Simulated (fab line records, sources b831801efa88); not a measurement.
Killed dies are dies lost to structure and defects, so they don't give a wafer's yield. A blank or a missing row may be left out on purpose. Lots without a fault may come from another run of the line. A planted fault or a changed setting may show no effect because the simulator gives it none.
Chamber matching | flow gf180mcu | GF_V1_CVD_02 on pecvd-02: 3 sister chambers
The step deposits SiO2 from TEOS, target thk 850 nm, time 94.851 s. 14 wafers are shown with their chamber, then 7 later ones without.

WAFERS WITH THEIR CHAMBER
wafer  | chamber | heater_power_w (W)
L680.2 | 2       | 635
L680.3 | 1       | 722
L680.5 | 2       | 506
L681.2 | 2       | 627
L681.3 | 1       | 612
L681.6 | 2       | 498
L683.2 | 1       | 659
L683.3 | 0       | 687
L683.6 | 0       | 732
L684.1 | 0       | 622
L684.2 | 1       | 717
L684.4 | 0       | 698
L687.1 | 2       | 607
L687.2 | 1       | 694

SIGNATURES (means of the wafers above)
reading        | chamber 0 | chamber 1 | chamber 2 | scatter within a chamber
heater_power_w | 684.75    | 680.80    | 574.60    | 54.6
Rule: a wafer's distance from a chamber is the root of the sum, over the readings, of the square of ((its reading less the chamber's mean) divided by the reading's scatter). The wafer belongs to the nearest chamber; if the next one is less than 2 further off, it can't be placed. The scatter: the root of (the sum of the squares of (reading less its chamber's mean) over the shown wafers, divided by (wafers less chambers)).

WAFERS WITHOUT THEIR CHAMBER
wafer  | heater_power_w (W)
L687.3 | 630
L688.1 | 557
L688.4 | 597
L688.6 | 761
L701.1 | 582
L701.3 | 761
L701.5 | 608

WHICH CHAMBER EACH WENT THROUGH
wafer  | from the rows above          | in truth
L687.3 | can't be placed: 1 or 0 or 2 | 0
L688.1 | can't be placed: 2 or 1      | 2
L688.4 | can't be placed: 2 or 1 or 0 | 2
L688.6 | can't be placed: 0 or 1      | 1
L701.1 | can't be placed: 2 or 1 or 0 | 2
L701.3 | can't be placed: 0 or 1      | 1
L701.5 | can't be placed: 2 or 1 or 0 | 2
Placed correctly: 0 of 7. Can't be placed from these rows: 7 (the true chamber is among the candidates in 7). Placed wrongly: 0.
